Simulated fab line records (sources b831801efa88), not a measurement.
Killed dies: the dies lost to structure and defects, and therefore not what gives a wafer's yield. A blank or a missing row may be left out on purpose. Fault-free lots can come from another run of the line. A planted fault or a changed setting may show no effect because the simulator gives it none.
One fault seen from 2 desks ; flow sky130 ; numbers are kept per desk, each desk with only its own; the story behind them comes last

METROLOGY DESK
What the gauges read, lot by lot, whatever tool the lot ran on: means of the sampled wafers that have a number. If a lot's mean is further than 4 standard deviations from the usual mean, the lot is out of limits and carries the mark OUT (the distance appears in the brackets).
Columns: A = cd_nm at SKY_METAL3_CD_MEAS_13, usual 299.7 nm
lot;first seen here;A
L356;day 39 00:57;297.3
L355;day 39 02:20;298.4
L357;day 39 06:49;300.0
L359;day 39 12:34;299.7
L363;day 41 07:31;298.1
L370;day 42 22:20;301.1
L374;day 44 00:28;300.5
L376;day 44 09:51;300.1
L377;day 44 20:06;301.7
L378;day 44 23:50;299.2
This desk found nothing out of limits on any of the 10 lots.

FOR THE TOOL OWNER'S DESK: rie_diel-04
The tool's own readings at SKY_VIA3_ETCH_14 (etches BARC in N2/H2, stops on SiO2, time 45.9 s, target depth 60 nm): means of the sampled wafers that have a number, for each lot that ran on this tool. If a lot's mean is further than 4 standard deviations from the usual mean, the lot is out of limits and carries the mark OUT (the distance appears in the brackets).
Columns: A = drypump_motor_current_A at SKY_VIA3_ETCH_14, usual 5.7 A; B = oes_product_au at SKY_VIA3_ETCH_14, usual 0.855 a.u.; C = run_length_s at SKY_VIA3_ETCH_14, usual 74.2 s; D = throttle_valve_pct at SKY_VIA3_ETCH_14, usual 13.223 %
lot;first seen here;A;B;C;D
L356;day 40 02:42;6.0;0.853;74.3;13.225
L359;day 40 14:36;5.6;0.851;74.1;13.221
L363;day 42 09:04;5.9;0.952 (+20) OUT;65.2 (-21) OUT;13.236
L376;day 45 10:58;6.0;0.860;74.1;13.225
L378;day 46 00:19;5.9;0.856;73.9;13.219
Finding of this desk: L363 out of limits; the first was L363 at day 42 09:04, on oes_product_au at SKY_VIA3_ETCH_14. L356, L359, L376, L378: within limits.

PUT TOGETHER
The tool owner's desk had the chance to raise an alarm at day 42 09:04 on L363.
Nothing out of limits was seen by the metrology desk.
The metrology desk holds a record of L363, inside its limits.
Every lot named ran SKY_VIA3_ETCH_14 on rie_diel-04.

WHAT WAS PUT IN BY THE SIMULATOR
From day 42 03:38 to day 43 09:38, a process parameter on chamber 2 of rie_diel-04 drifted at SKY_VIA3_ETCH_14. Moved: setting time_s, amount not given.
Struck lots among those shown: L363.
Delay in hours, fault start to first out-of-limits reading, by desk: the tool owner's desk at 5.
